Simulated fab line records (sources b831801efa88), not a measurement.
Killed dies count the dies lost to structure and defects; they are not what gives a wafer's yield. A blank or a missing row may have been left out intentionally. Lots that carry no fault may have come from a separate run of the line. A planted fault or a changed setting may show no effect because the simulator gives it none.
fab line records	flow sky130
[record] lots = 24	wafers = 72	last-day = 50
route steps=708 shown PWDE@52 NWELL@68 LDD_N@244 LDD_HVN@276 SD_P@327 LI_CONTACT@381
lots untouched by any fault: they come from a run of this same line in which no faults occurred
start-h: start of the lot's first displayed wafer, in hours after the record's first day	wait-h: time in hours since the lot's previous step	" the same as in the row above	L1.1+2: one row covering several wafers at once	- value missing, or start not given	* or withheld: withheld	< > ~ a bound
route shown NAME@n: names a module that has steps shown in the file, with the first one's number in the route	usual: the fault-free wafers' mean and standard deviation	same: alike in all rows	chamber/n: place in a boat	sites: the reading at each site	_std_site: standard deviation across them	_edge_site: mean of outer sites minus mean of inner sites	radius-mm: how far each site lies from the wafer's centre	mask NAME#n: copy n	behind: the most recent tool/chamber to have shaped the wafer	hold: why the lot went on hold/how many hours it stayed there/how the hold came to an end	device: which transistor (n, p or np) failed to switch	end of line: the tests these same wafers got at the end of their route	a step given without rows: its recipe and nothing more	killed: dies that structure and defects cost at the first sort, which is not the same as the wafer's yield	map: per-die view of a wafer (x killed, . not killed, _ where there is no die)
set.NAME: the setting the step ran with; set.NAME@STEP: the setting that earlier step ran with	model.NAME: the simulator's own value behind a step, which no gauge read
route steps across a sampled set of lots; one table per step, one row per wafer
services: from which hour (start-h, from the record's first day; less than 0 if before it) a tool's chamber was out of use, for how many hours, and why
[[steps]]
[step SKY_PWDE_OVL_MEAS_07]
[usual] PWDE_OVL = 1.4/1.7
lot.wafer	tool	chamber	start-h	wait-h	PWDE_OVL[nm]
L074.2	overlay-01	-	70.07	-	2.3
L074.3	"	-	"	"	3.5
L074.4	"	-	"	"	2.5
L075.4	overlay-02	-	73.93	-	-1.5
L075.5	"	-	"	"	0.6
L075.6	"	-	"	"	-0.4
L076.1	overlay-01	-	80.72	-	0.9
L076.2	"	-	"	"	0.9
L076.6	"	-	"	"	1.0
L077.1	overlay-02	-	88.67	-	-1.1
L077.4	"	-	"	"	0.5
L077.6	"	-	"	"	-0.3
L078.3	overlay-02	-	91.63	-	1.1
L078.5	"	-	"	"	1.6
L078.6	"	-	"	"	0.3
L079.1	overlay-02	-	97.31	-	1.4
L079.4	"	-	"	"	2.6
L079.6	"	-	"	"	3.3
L080.1	overlay-02	-	103.37	-	-0.8
L080.2	"	-	"	"	1.1
L080.6	"	-	"	"	1.5
L081.1	overlay-02	-	111.05	-	0.3
L081.2	"	-	"	"	1.5
L081.4	"	-	"	"	0.4
L082.2	overlay-01	-	114.77	-	2.4
L082.3	"	-	"	"	2.7
L082.6	"	-	"	"	3.0
L083.1	overlay-02	-	118.50	-	-1.5
L083.3	"	-	"	"	1.0
L083.5	"	-	"	"	-2.7
L084.1	overlay-02	-	124.06	-	-2.5
L084.3	"	-	"	"	-0.3
L084.5	"	-	"	"	-1.9
L085.1	overlay-01	-	134.00	-	1.8
L085.4	"	-	"	"	2.9
L085.5	"	-	"	"	-1.1
L086.1	overlay-01	-	139.96	-	3.7
L086.4	"	-	"	"	2.0
L086.6	"	-	"	"	2.3
L087.4	overlay-02	-	143.03	-	4.6
L087.5	"	-	"	"	1.3
L087.6	"	-	"	"	2.2
L088.1	overlay-01	-	147.56	-	3.1
L088.2	"	-	"	"	2.1
L088.3	"	-	"	"	3.7
L089.2	overlay-02	-	151.62	-	1.7
L089.3	"	-	"	"	0.5
L089.4	"	-	"	"	0.8
L090.1	overlay-02	-	157.15	-	1.7
L090.5	"	-	"	"	1.6
L090.6	"	-	"	"	2.2
L091.2	overlay-01	-	162.71	-	2.8
L091.4	"	-	"	"	0.1
L091.6	"	-	"	"	2.6
L092.4	overlay-01	-	170.72	-	2.4
L092.5	"	-	"	"	2.3
L092.6	"	-	"	"	2.1
L093.2	overlay-01	-	176.92	-	5.2
L093.3	"	-	"	"	5.9
L093.4	"	-	"	"	4.8
L094.3	overlay-01	-	183.78	-	0.2
L094.4	"	-	"	"	3.3
L094.5	"	-	"	"	1.0
L095.2	overlay-01	-	188.36	-	2.4
L095.5	"	-	"	"	0.6
L095.6	"	-	"	"	0.4
L096.2	overlay-02	-	194.07	-	-0.6
L096.3	"	-	"	"	-0.1
L096.4	"	-	"	"	1.5
L097.1	overlay-01	-	196.61	-	1.4
L097.2	"	-	"	"	0.8
L097.6	"	-	"	"	1.8
[step SKY_NWELL_TW_MEAS_15]
[usual] NWELL_TW = 1832/11
lot.wafer	tool	chamber	start-h	wait-h	NWELL_TW
L074.2	film-metro-04	-	88.16	0.1	1843
L074.3	"	-	"	"	1852
L074.4	"	-	"	"	1840
L075.4	film-metro-04	-	91.38	0.1	1840
L075.5	"	-	"	"	1843
L075.6	"	-	"	"	1836
L076.1	film-metro-04	-	99.45	0.1	1830
L076.2	"	-	"	"	1835
L076.6	"	-	"	"	1832
L077.1	film-metro-02	-	107.47	0.1	1824
L077.4	"	-	"	"	1831
L077.6	"	-	"	"	1821
L078.3	film-metro-02	-	110.19	0.1	1837
L078.5	"	-	"	"	1823
L078.6	"	-	"	"	1832
L079.1	film-metro-04	-	116.32	0.1	1831
L079.4	"	-	"	"	1827
L079.6	"	-	"	"	1820
L080.1	film-metro-01	-	122.59	0.1	1846
L080.2	"	-	"	"	1832
L080.6	"	-	"	"	1845
L081.1	film-metro-01	-	131.34	0.1	1852
L081.2	"	-	"	"	1850
L081.4	"	-	"	"	1854
L082.2	film-metro-01	-	134.95	0.1	1834
L082.3	"	-	"	"	1839
L082.6	"	-	"	"	1845
L083.1	film-metro-02	-	138.00	0.1	1822
L083.3	"	-	"	"	1812
L083.5	"	-	"	"	1816
L084.1	film-metro-02	-	144.17	0.1	1817
L084.3	"	-	"	"	1816
L084.5	"	-	"	"	1816
L085.1	film-metro-02	-	154.67	0.1	1818
L085.4	"	-	"	"	1818
L085.5	"	-	"	"	1817
L086.1	film-metro-02	-	160.10	0.1	1811
L086.4	"	-	"	"	1818
L086.6	"	-	"	"	1812
L087.4	film-metro-01	-	163.55	0.1	1823
L087.5	"	-	"	"	1836
L087.6	"	-	"	"	1820
L088.1	film-metro-04	-	168.67	0.1	1833
L088.2	"	-	"	"	1831
L088.3	"	-	"	"	1832
L089.2	film-metro-04	-	172.88	0.1	1837
L089.3	"	-	"	"	1827
L089.4	"	-	"	"	1820
L090.1	film-metro-02	-	177.87	0.1	1824
L090.5	"	-	"	"	1817
L090.6	"	-	"	"	1827
L091.2	film-metro-04	-	185.25	0.1	1824
L091.4	"	-	"	"	1829
L091.6	"	-	"	"	1834
L092.4	film-metro-04	-	193.33	0.1	1849
L092.5	"	-	"	"	1843
L092.6	"	-	"	"	1848
L093.2	film-metro-02	-	199.93	0.1	1829
L093.3	"	-	"	"	1833
L093.4	"	-	"	"	1829
L094.3	film-metro-04	-	206.74	0.1	1851
L094.4	"	-	"	"	1847
L094.5	"	-	"	"	1852
L095.2	film-metro-01	-	211.23	0.1	1842
L095.5	"	-	"	"	1828
L095.6	"	-	"	"	1825
L096.2	film-metro-01	-	217.23	0.1	1840
L096.3	"	-	"	"	1831
L096.4	"	-	"	"	1840
L097.1	film-metro-04	-	218.85	0.1	1844
L097.2	"	-	"	"	1851
L097.6	"	-	"	"	1842
[step SKY_LDD_N_OVL_MEAS_07]
[usual] LDD_N_OVL = -1.3/1.3
lot.wafer	tool	chamber	start-h	wait-h	LDD_N_OVL[nm]
L074.2	overlay-02	-	401.26	0.1	-0.1
L074.3	"	-	"	"	0.3
L074.4	"	-	"	"	-0.9
L075.4	overlay-01	-	406.97	0.1	-0.7
L075.5	"	-	"	"	-0.1
L075.6	"	-	"	"	-2.6
L076.1	overlay-01	-	416.86	0.1	0.0
L076.2	"	-	"	"	-1.1
L076.6	"	-	"	"	-1.6
L077.1	overlay-02	-	437.00	0.1	-0.4
L077.4	"	-	"	"	-4.1
L077.6	"	-	"	"	-2.4
L078.3	overlay-01	-	446.86	0.1	0.0
L078.5	"	-	"	"	-3.4
L078.6	"	-	"	"	-2.1
L079.1	overlay-02	-	455.56	0.1	-1.7
L079.4	"	-	"	"	-2.9
L079.6	"	-	"	"	-1.5
L080.1	overlay-01	-	467.55	0.1	-0.2
L080.2	"	-	"	"	-1.2
L080.6	"	-	"	"	-3.0
L081.1	overlay-01	-	476.95	0.1	2.3
L081.2	"	-	"	"	1.8
L081.4	"	-	"	"	-1.5
L082.2	overlay-01	-	487.37	0.1	-2.3
L082.3	"	-	"	"	-0.2
L082.6	"	-	"	"	-1.7
L083.1	overlay-01	-	491.86	0.1	-0.1
L083.3	"	-	"	"	-0.5
L083.5	"	-	"	"	-1.6
L084.1	overlay-02	-	497.80	0.1	-3.0
L084.3	"	-	"	"	-1.6
L084.5	"	-	"	"	-0.1
L085.1	overlay-01	-	512.51	0.1	-1.1
L085.4	"	-	"	"	0.1
L085.5	"	-	"	"	-2.6
L086.1	overlay-01	-	523.46	0.1	1.1
L086.4	"	-	"	"	-0.2
L086.6	"	-	"	"	-0.9
L087.4	overlay-02	-	526.17	0.1	-2.2
L087.5	"	-	"	"	-1.7
L087.6	"	-	"	"	-4.4
L089.2	overlay-02	-	536.97	0.1	-3.2
L089.3	"	-	"	"	-2.1
L089.4	"	-	"	"	-2.6
L088.1	overlay-02	-	537.86	0.1	-2.1
L088.2	"	-	"	"	-2.4
L088.3	"	-	"	"	-0.9
L090.1	overlay-02	-	544.56	0.1	-2.8
L090.5	"	-	"	"	-3.1
L090.6	"	-	"	"	-1.4
L091.2	overlay-02	-	563.86	0.1	-1.0
L091.4	"	-	"	"	-0.9
L091.6	"	-	"	"	0.6
L092.4	overlay-02	-	572.77	0.1	0.4
L092.5	"	-	"	"	-1.2
L092.6	"	-	"	"	-0.2
L093.2	overlay-02	-	574.26	0.1	-1.9
L093.3	"	-	"	"	-2.9
L093.4	"	-	"	"	-3.2
L094.3	overlay-02	-	583.33	0.1	-1.9
L094.4	"	-	"	"	-2.4
L094.5	"	-	"	"	-0.5
L095.2	overlay-01	-	589.22	0.1	-1.5
L095.5	"	-	"	"	-2.3
L095.6	"	-	"	"	-2.6
L096.2	overlay-01	-	600.36	0.1	-1.2
L096.3	"	-	"	"	-2.7
L096.4	"	-	"	"	-1.1
L097.1	overlay-02	-	605.20	0.1	-1.6
L097.2	"	-	"	"	-1.8
L097.6	"	-	"	"	-1.8
[step SKY_LDD_HVN_STRIP_09]
[recipe] chemistry = O2/N2	power-w = 1400	pressure-mtorr = 1500	platen-temp-c = withheld	o2-flow-sccm = 3000	n2-flow-sccm = 300	overash-fraction = 0.5
[usual] chamber-pressure-mTorr = 1499.9/1.4	drypump-motor-current-A = 5.6/0.42	o2-flow-sccm = 2998/8.9	oes-product-au = 0.409/0.0048	strip-time-to-endpoint-s = 4.138/0.017
[same] overash-fraction = 0.5
lot.wafer	tool	chamber	start-h	wait-h	chamber-pressure-mTorr	drypump-motor-current-A	o2-flow-sccm	oes-product-au	rf-hours-counter-h	strip-time-to-endpoint-s
L074.2	plasma-asher-02	1	464.90	0.1	1500.1	5.6	2991	0.399	34	4.154
L074.3	"	0	"	"	1500.4	5.3	3002	0.408	-	4.146
L074.4	"	1	"	"	1499.4	5.6	2997	0.405	-	4.143
L075.4	plasma-asher-03	0	471.38	0.1	1502.2	5.6	2977	0.411	-	4.165
L075.5	"	1	"	"	1502.4	5.8	3010	0.401	-	4.144
L075.6	"	0	"	"	1499.1	5.6	2979	0.409	-	4.149
L076.1	plasma-asher-04	1	481.75	0.1	1501.1	6.3	3001	0.401	67	4.125
L076.2	"	0	"	"	1498.1	5.0	3000	0.407	67	4.134
L076.6	"	0	"	"	1501.5	5.0	3003	0.412	-	4.143
L077.1	plasma-asher-03	0	501.34	0.1	1499.8	5.6	3000	0.409	76	4.139
L077.4	"	1	"	"	1498.8	5.8	2989	0.406	-	4.142
L077.6	"	0	"	"	1497.4	5.5	2987	0.411	-	4.115
L078.3	plasma-asher-03	0	511.75	0.1	1502.9	5.6	3002	0.406	-	4.157
L078.5	"	1	"	"	1500.8	5.8	2995	0.410	-	4.144
L078.6	"	0	"	"	1500.2	5.6	2990	0.418	-	4.137
L079.1	plasma-asher-02	0	519.94	0.1	1502.5	5.3	2982	0.407	40	4.137
L079.4	"	1	"	"	1499.9	5.7	3015	0.406	-	4.173
L079.6	"	1	"	"	1499.8	5.7	3008	0.413	-	4.142
L080.1	plasma-asher-04	1	532.24	0.1	1499.6	6.3	3020	0.399	70	4.120
L080.2	"	0	"	"	1500.1	5.0	2993	0.410	70	4.133
L080.6	"	0	"	"	1499.2	5.1	2994	0.411	-	4.111
L081.1	plasma-asher-03	0	541.18	0.1	1498.3	5.6	2993	0.406	80	4.174
L081.2	"	1	"	"	1500.3	5.8	2997	0.409	80	4.177
L081.4	"	0	"	"	1499.6	5.6	2995	0.411	-	4.145
L082.2	plasma-asher-03	0	552.27	0.1	1501.9	5.5	2985	0.417	81	4.133
L082.3	"	1	"	"	1498.1	5.8	2995	0.409	-	4.137
L082.6	"	1	"	"	1500.2	5.8	2989	0.416	-	4.137
L083.1	plasma-asher-02	1	557.14	0.1	1498.2	5.7	3015	0.404	44	4.130
L083.3	"	1	"	"	1498.5	5.7	3000	0.419	-	4.145
L083.5	"	0	"	"	1502.8	5.3	3000	0.408	-	4.140
L084.1	plasma-asher-03	0	560.75	0.1	1498.4	5.5	2987	0.412	82	4.152
L084.3	"	1	"	"	1502.1	5.8	3003	0.405	-	4.141
L084.5	"	1	"	"	1501.0	5.8	3013	0.414	-	4.137
L085.1	plasma-asher-04	1	575.68	0.1	1497.9	6.3	2990	0.404	75	4.141
L085.4	"	0	"	"	1500.3	5.0	3001	0.411	-	4.113
L085.5	"	1	"	"	1500.2	6.4	3002	0.409	-	4.124
L086.1	plasma-asher-02	0	586.69	0.1	1500.8	5.3	3005	0.414	47	4.124
L086.4	"	1	"	"	1501.9	5.7	2994	0.405	-	4.116
L086.6	"	0	"	"	1500.4	5.3	3010	0.411	-	4.109
L087.4	plasma-asher-04	0	589.73	0.1	1502.0	5.0	2995	0.414	-	4.142
L087.5	"	1	"	"	1501.6	6.3	3015	0.408	-	4.145
L087.6	"	0	"	"	1499.2	5.0	2992	0.402	-	4.130
L089.2	plasma-asher-04	1	599.90	0.1	1498.5	6.3	2996	0.408	77	4.130
L089.3	"	0	"	"	1500.1	5.1	3001	0.415	-	4.133
L089.4	"	1	"	"	1501.5	6.3	3018	0.407	-	4.120
L088.1	plasma-asher-04	1	600.47	0.1	1499.0	6.3	2993	0.407	78	4.157
L088.2	"	0	"	"	1497.7	5.0	3010	0.415	78	4.149
L088.3	"	0	"	"	1497.9	5.0	3001	0.411	-	4.153
L090.1	plasma-asher-03	0	608.43	0.1	1501.1	5.6	2988	0.406	87	4.117
L090.5	"	1	"	"	1499.7	5.8	2993	0.413	-	4.120
L090.6	"	0	"	"	1500.7	5.5	2999	0.406	-	4.133
L091.2	plasma-asher-04	0	626.52	0.1	1498.0	5.0	2993	0.408	80	4.109
L091.4	"	1	"	"	1499.6	6.4	3010	0.401	-	4.113
L091.6	"	0	"	"	1498.5	5.0	3013	0.410	-	4.110
L092.4	plasma-asher-03	0	634.25	0.1	1500.9	5.6	2999	0.408	-	4.172
L092.5	"	0	"	"	1499.1	5.5	3002	0.407	-	4.153
L092.6	"	1	"	"	1499.1	5.8	3000	0.404	-	4.148
L093.2	plasma-asher-02	0	635.14	0.1	1497.8	5.3	3000	0.406	52	4.138
L093.3	"	1	"	"	1500.4	5.7	2992	0.417	-	4.145
L093.4	"	0	"	"	1499.9	5.3	3011	0.407	-	4.129
L094.3	plasma-asher-03	1	645.52	0.1	1500.1	5.8	3003	0.405	-	4.154
L094.4	"	0	"	"	1501.9	5.6	3002	0.407	-	4.153
L094.5	"	0	"	"	1498.4	5.6	3000	0.405	-	4.147
L095.2	plasma-asher-03	1	651.55	0.1	1500.3	5.8	3000	0.406	91	4.127
L095.5	"	0	"	"	1499.6	5.5	2995	0.409	-	4.125
L095.6	"	1	"	"	1499.5	5.8	3002	0.412	-	4.128
L096.2	plasma-asher-04	0	661.22	0.1	1499.0	5.1	3011	0.419	83	4.152
L096.3	"	0	"	"	1500.5	5.0	3006	0.400	-	4.152
L096.4	"	1	"	"	1501.1	6.3	3000	0.405	-	4.128
L097.1	plasma-asher-04	1	666.75	0.1	1500.2	6.3	2988	0.408	84	4.138
L097.2	"	0	"	"	1500.8	5.0	2986	0.407	84	4.143
L097.6	"	1	"	"	1502.9	6.4	2989	0.402	-	4.142
[step SKY_SD_P_CD_MEAS_07]
[recipe] target-cd-nm = 380
[usual] cd-nm = 380.4/2.4
lot.wafer	tool	chamber	start-h	wait-h	cd-nm
L074.2	cd-sem-02	-	591.55	0.1	381.1
L074.3	"	-	"	"	382.0
L074.4	"	-	"	"	382.1
L075.4	cd-sem-02	-	597.52	0.1	386.9
L075.5	"	-	"	"	386.9
L075.6	"	-	"	"	386.3
L076.1	cd-sem-02	-	609.43	0.2	385.0
L076.2	"	-	"	"	380.2
L076.6	"	-	"	"	382.5
L077.1	cd-sem-02	-	626.81	0.1	380.8
L077.4	"	-	"	"	381.0
L077.6	"	-	"	"	382.2
L078.3	cd-sem-01	-	637.29	0.1	374.4
L078.5	"	-	"	"	374.4
L078.6	"	-	"	"	375.3
L079.1	cd-sem-01	-	644.51	0.1	376.8
L079.4	"	-	"	"	377.2
L079.6	"	-	"	"	376.7
L080.1	cd-sem-01	-	656.83	0.1	377.8
L080.2	"	-	"	"	379.1
L080.6	"	-	"	"	377.9
L081.1	cd-sem-02	-	665.55	0.1	381.9
L081.2	"	-	"	"	381.3
L081.4	"	-	"	"	381.4
L082.2	cd-sem-01	-	675.20	0.1	379.5
L082.3	"	-	"	"	377.1
L082.6	"	-	"	"	377.6
L083.1	cd-sem-02	-	681.13	0.1	381.0
L083.3	"	-	"	"	378.4
L083.5	"	-	"	"	378.6
L084.1	cd-sem-02	-	682.26	0.1	379.0
L084.3	"	-	"	"	378.6
L084.5	"	-	"	"	381.9
L085.1	cd-sem-02	-	697.13	0.1	378.8
L085.4	"	-	"	"	379.4
L085.5	"	-	"	"	378.7
L086.1	cd-sem-02	-	706.03	0.1	383.9
L086.4	"	-	"	"	381.8
L086.6	"	-	"	"	383.9
L087.4	cd-sem-02	-	709.89	0.1	382.4
L087.5	"	-	"	"	383.2
L087.6	"	-	"	"	379.5
L089.2	cd-sem-02	-	718.50	0.1	383.7
L089.3	"	-	"	"	382.8
L089.4	"	-	"	"	381.9
L088.1	cd-sem-02	-	720.31	0.1	381.5
L088.2	"	-	"	"	380.2
L088.3	"	-	"	"	381.3
L090.1	cd-sem-02	-	726.78	0.1	379.4
L090.5	"	-	"	"	378.1
L090.6	"	-	"	"	381.3
L091.2	cd-sem-02	-	743.47	0.1	380.9
L091.4	"	-	"	"	379.7
L091.6	"	-	"	"	378.7
L092.4	cd-sem-01	-	751.91	0.1	381.6
L092.5	"	-	"	"	378.1
L092.6	"	-	"	"	383.6
L093.2	cd-sem-01	-	753.27	0.1	379.7
L093.3	"	-	"	"	380.3
L093.4	"	-	"	"	379.8
L094.3	cd-sem-02	-	761.95	0.1	380.6
L094.4	"	-	"	"	381.7
L094.5	"	-	"	"	383.1
L095.2	cd-sem-01	-	767.63	0.1	378.3
L095.5	"	-	"	"	380.9
L095.6	"	-	"	"	382.9
L096.2	cd-sem-01	-	778.25	0.1	380.2
L096.3	"	-	"	"	378.8
L096.4	"	-	"	"	376.7
L097.1	cd-sem-01	-	781.71	0.1	383.0
L097.2	"	-	"	"	381.1
L097.6	"	-	"	"	381.8
[step SKY_LI_CONTACT_SPUTTER_19]
[recipe] material = Ti	target-thk-nm = 20	chamber-pressure-pa = 5	power-w = 2500	substrate-temp-c = 200	time-s = 106.37
[usual] throttle-valve-pct = 30.2/0.68
lot.wafer	tool	chamber	start-h	wait-h	throttle-valve-pct
L074.2	pvd-sputter-01	-	683.03	0.0	29.9
L074.3	"	-	"	"	30.4
L074.4	"	-	"	"	30.9
L075.4	pvd-sputter-04	-	687.29	0.0	30.5
L075.5	"	-	"	"	30.6
L075.6	"	-	"	"	29.2
L076.1	pvd-sputter-04	-	699.55	0.0	30.7
L076.2	"	-	"	"	29.8
L076.6	"	-	"	"	29.6
L077.1	pvd-sputter-03	-	716.44	0.0	28.7
L077.4	"	-	"	"	29.9
L077.6	"	-	"	"	28.9
L078.3	pvd-sputter-04	-	726.46	0.0	30.3
L078.5	"	-	"	"	30.5
L078.6	"	-	"	"	29.1
L079.1	pvd-sputter-04	-	732.66	0.0	30.5
L079.4	"	-	"	"	30.5
L079.6	"	-	"	"	30.6
L080.1	pvd-sputter-03	-	745.24	0.0	30.3
L080.2	"	-	"	"	29.8
L080.6	"	-	"	"	30.1
L081.1	pvd-sputter-01	-	755.35	0.0	29.8
L081.2	"	-	"	"	30.3
L081.4	"	-	"	"	30.9
L082.2	pvd-sputter-04	-	762.77	0.0	30.6
L082.3	"	-	"	"	29.8
L082.6	"	-	"	"	29.8
L083.1	pvd-sputter-01	-	768.89	0.0	30.7
L083.3	"	-	"	"	30.6
L083.5	"	-	"	"	30.9
L084.1	pvd-sputter-03	-	769.71	0.0	31.1
L084.3	"	-	"	"	30.6
L084.5	"	-	"	"	30.0
L085.1	pvd-sputter-03	-	783.91	0.0	29.9
L085.4	"	-	"	"	28.7
L085.5	"	-	"	"	30.8
L086.1	pvd-sputter-01	-	792.58	0.0	30.0
L086.4	"	-	"	"	30.9
L086.6	"	-	"	"	30.7
L087.4	pvd-sputter-01	-	796.13	0.0	31.0
L087.5	"	-	"	"	30.7
L087.6	"	-	"	"	30.1
L089.2	pvd-sputter-01	-	804.59	0.0	30.3
L089.3	"	-	"	"	30.0
L089.4	"	-	"	"	30.7
L088.1	pvd-sputter-04	-	805.48	0.0	30.3
L088.2	"	-	"	"	30.6
L088.3	"	-	"	"	29.8
L090.1	pvd-sputter-03	-	811.09	0.0	28.6
L090.5	"	-	"	"	30.8
L090.6	"	-	"	"	30.2
L091.2	pvd-sputter-01	-	826.16	0.0	30.2
L091.4	"	-	"	"	31.0
L091.6	"	-	"	"	31.2
L092.4	pvd-sputter-03	-	834.43	0.0	31.0
L092.5	"	-	"	"	30.6
L092.6	"	-	"	"	28.7
L093.2	pvd-sputter-01	-	836.29	0.0	30.8
L093.3	"	-	"	"	31.2
L093.4	"	-	"	"	29.9
L094.3	pvd-sputter-04	-	844.11	0.0	29.2
L094.4	"	-	"	"	29.4
L094.5	"	-	"	"	28.7
L095.2	pvd-sputter-04	-	850.58	0.0	30.8
L095.5	"	-	"	"	30.8
L095.6	"	-	"	"	29.5
L096.2	pvd-sputter-01	-	859.63	0.0	31.0
L096.3	"	-	"	"	31.1
L096.4	"	-	"	"	30.4
L097.1	pvd-sputter-04	-	864.41	0.0	29.0
L097.2	"	-	"	"	30.1
L097.6	"	-	"	"	30.1
[[services]]
tool	chamber	start-h	hours	kind
plasma-asher-02	-	470.95	2.8	repair
plasma-asher-02	-	486.84	1.7	repair
plasma-asher-04	-	491.31	12.9	repair
pvd-sputter-01	-	530.88	4.3	repair
plasma-asher-02	-	552.52	3.8	repair
plasma-asher-02	-	564.45	0.4	repair
plasma-asher-02	-	572.81	2.8	pm
pvd-sputter-01	-	589.03	6.8	repair
pvd-sputter-03	-	608.85	1.9	repair
pvd-sputter-01	-	631.34	1.8	repair
plasma-asher-03	-	662.96	4.0	repair
plasma-asher-03	-	674.01	1.2	repair
pvd-sputter-01	2	707.06	-	consumable-replace:kit
pvd-sputter-01	2	707.06	18.0	scheduled-down
plasma-asher-03	-	733.75	9.0	pm
plasma-asher-03	0	733.75	9.0	vent-cycle
plasma-asher-03	1	733.75	9.0	vent-cycle
plasma-asher-03	0	742.75	-	clean
plasma-asher-03	1	742.75	-	clean
plasma-asher-03	-	749.81	1.8	repair
pvd-sputter-03	-	771.73	4.0	repair
pvd-sputter-01	-	779.61	4.9	repair
pvd-sputter-03	-	802.24	6.7	repair
plasma-asher-02	-	855.73	1.6	repair
[[key]]
fault none
